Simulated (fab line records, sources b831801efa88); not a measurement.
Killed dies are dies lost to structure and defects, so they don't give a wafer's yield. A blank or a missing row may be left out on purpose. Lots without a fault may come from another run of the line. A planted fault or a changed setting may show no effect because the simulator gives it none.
Which tool did it? | flow gf180mcu | 7 lots, 21 wafers sampled, at 3 steps of a route of 602

WHAT THE GAUGES READ, wafer by wafer
GF_MVSD_TW_MEAS_11.
lot  | measured    | on            | MVSD_TW
L759 | day 4 04:41 | film_metro-03 | 1603 1602 1603
L761 | day 4 10:33 | film_metro-02 | 1567 1572 1556
L764 | day 6 19:49 | film_metro-04 | 1592 1588 1586
L766 | day 7 00:25 | film_metro-03 | 30 30 30
L773 | day 8 01:56 | film_metro-02 | 1567 1559 1558
L776 | day 8 21:47 | film_metro-02 | 1565 1560 1562
L779 | day 9 12:11 | film_metro-04 | 1602 1588 1596

WHICH TOOL RAN EACH LOT (tool, then ch and the chambers of the sampled wafers, then the start)
lot  | GF_LVPWELL_STRIP_10                 | GF_MVSD_STRIP_10
L759 | plasma_asher-04 ch 0,1, day 3 22:56 | plasma_asher-04 ch 0,1, day 4 04:35
L761 | plasma_asher-02 ch 0,1, day 4 03:17 | plasma_asher-04 ch 0,1, day 4 10:26
L764 | plasma_asher-04 ch 0,1, day 6 04:01 | plasma_asher-04 ch 0,1, day 6 19:41
L766 | plasma_asher-02 ch 0,1, day 6 08:40 | plasma_asher-01 ch 0,1, day 7 00:19
L773 | plasma_asher-01 ch 0,1, day 7 09:44 | plasma_asher-04 ch 0,1, day 8 01:50
L776 | plasma_asher-04 ch 0,1, day 8 04:34 | plasma_asher-01 ch 0,1, day 8 21:41
L779 | plasma_asher-01 ch 0,1, day 8 18:49 | plasma_asher-03 ch 0,1, day 9 12:05
- GF_LVPWELL_STRIP_10: strips in O2/N2.
- GF_MVSD_STRIP_10: strips in O2/N2.

THE ANSWER, worked out from the rows above alone
Rule: what is usual is taken from the lots themselves. Put in order of their means at a reading, lots are off if they are a third of the lots or fewer, leave a main group of 4 or more, and stand apart from it by a gap of 3 or more times the standard deviation of the main group's means; of several such gaps the widest counts. A main group whose means are all the same, to the digits that the tables above print for the reading, isn't used. A lot without any number at a reading at which 4 lots or more have one is off too. The other lots that the step has rows for count as sound.
Off: L766, at GF_MVSD_TW_MEAS_11 (MVSD_TW). The main group: mean 1579, standard deviation 17.
A tool fits if, at a process step before that reading, it ran every lot that is off, and no sound lot after the first of them. The gauges at GF_MVSD_TW_MEAS_11 are tried like those tools. Can't be told from this: 2 tools fit, plasma_asher-02 at GF_LVPWELL_STRIP_10, film_metro-03 at GF_MVSD_TW_MEAS_11.

WHAT THE SIMULATOR HAD PUT IN
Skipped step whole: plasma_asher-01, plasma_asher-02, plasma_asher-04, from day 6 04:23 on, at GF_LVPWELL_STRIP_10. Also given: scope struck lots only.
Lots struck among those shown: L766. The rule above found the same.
